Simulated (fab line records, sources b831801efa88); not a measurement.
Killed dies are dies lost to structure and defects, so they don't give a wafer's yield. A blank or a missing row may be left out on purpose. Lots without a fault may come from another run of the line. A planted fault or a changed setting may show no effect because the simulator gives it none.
A struck lot beside a sound one | flow sky130 | 15 steps out of a route of 708
Sound: wafers L196.3, L196.4, L196.6. Struck: wafers L204.4, L204.5, L204.6. The cause comes at the end.
At each step with rows: each side's tool, then ch and its chambers, then its first start. Under that, the readings that differ: sound wafers | struck wafers | difference of the means | sigmas: that difference in standard deviations of wafers without a fault.
alike: readings whose means differ by less than 2 such deviations, and words and numbers that are the same on both sides. not compared: withheld readings, readings that some wafer has no value for, bounds like >300 that may hide the same value, and numbers for which the record gives no deviation and whose values overlap.
The two part at a step that has a row with sigmas, a row that says differs or no value, or rows on one side only. Numbers that don't overlap but have no deviation are shown without sigmas and don't part them. A reading that every wafer of one side lacks parts them only if that side has two wafers or more.

SKY_NWELL_RS_MEAS_29: measures by four-point-probe.
  sound on film_metro-02, day 6 19:29; struck on film_metro-03, day 9 00:43
  alike: NWELL_RS
SKY_NWELL_RS_MEAS_31: measures by four-point-probe.
  sound on film_metro-02, day 6 19:44; struck on film_metro-03, day 9 00:57
  alike: PWDE_RS
then, 7 steps without rows for these wafers: SKY_VT_ADJUST_HVTP_DEHYDRATE_00 (time 60 s); SKY_VT_ADJUST_HVTP_HMDS_01 (prime time 60 s); SKY_VT_ADJUST_HVTP_COAT_02 (resist thk 1140 nm); SKY_VT_ADJUST_HVTP_SOFTBAKE_03 (time 60 s); SKY_VT_ADJUST_HVTP_EXPOSE_04 (exposes mask HVTPM, target cd 380 nm); SKY_VT_ADJUST_HVTP_PEB_05; SKY_VT_ADJUST_HVTP_DEVELOP_06 (develop time 60 s).
SKY_VT_ADJUST_HVTP_CD_MEAS_07: target cd 380 nm.
  sound on cd_sem-02, day 7 15:22; struck on cd_sem-02, day 9 22:35
  alike: cd_nm
SKY_VT_ADJUST_HVTP_OVL_MEAS_08:
  sound on overlay-01, day 7 15:28; struck on overlay-01, day 9 22:40
  alike: VT_ADJUST_HVTP_OVL
SKY_VT_ADJUST_HVTP_IMPLANT_09:
  sound on implanter-03 ch 0, day 7 15:32; struck on implanter-03 ch 0, day 9 22:46
  reading                   | sound             | struck            | difference | sigmas
  implant_ion_amu           | 75 75 75          | 49 49 49          | -26        |
  model.implant.rp_nm (nm)  | 81.97 81.97 81.97 | 112.8 112.8 112.8 | +30.8      |
  model.implant.drp_nm (nm) | 33.4 33.4 33.4    | 46.43 46.43 46.43 | +13.03     |
SKY_VT_ADJUST_HVTP_STRIP_10: strips in O2/N2.
  sound on plasma_asher-01 ch 0,1, day 7 15:40; struck on plasma_asher-04 ch 0,1, day 9 22:52
  alike: drypump_motor_current_A, oes_product_au, strip_time_to_endpoint_s
  not compared: rf_hours_counter_h
SKY_VT_ADJUST_HVTP_TW_MEAS_11:
  sound on film_metro-04, day 7 15:46; struck on film_metro-04, day 9 22:58
  reading           | sound          | struck      | difference | sigmas
  VT_ADJUST_HVTP_TW | 1340 1339 1346 | 759 759 758 | -583       | -72
then, 1 step without rows for these wafers: SKY_VT_ADJUST_LVTN_DEHYDRATE_00 (time 60 s).

WHERE THEY PART
Only at SKY_VT_ADJUST_HVTP_TW_MEAS_11, within this record.

WHY: what the simulator had put in
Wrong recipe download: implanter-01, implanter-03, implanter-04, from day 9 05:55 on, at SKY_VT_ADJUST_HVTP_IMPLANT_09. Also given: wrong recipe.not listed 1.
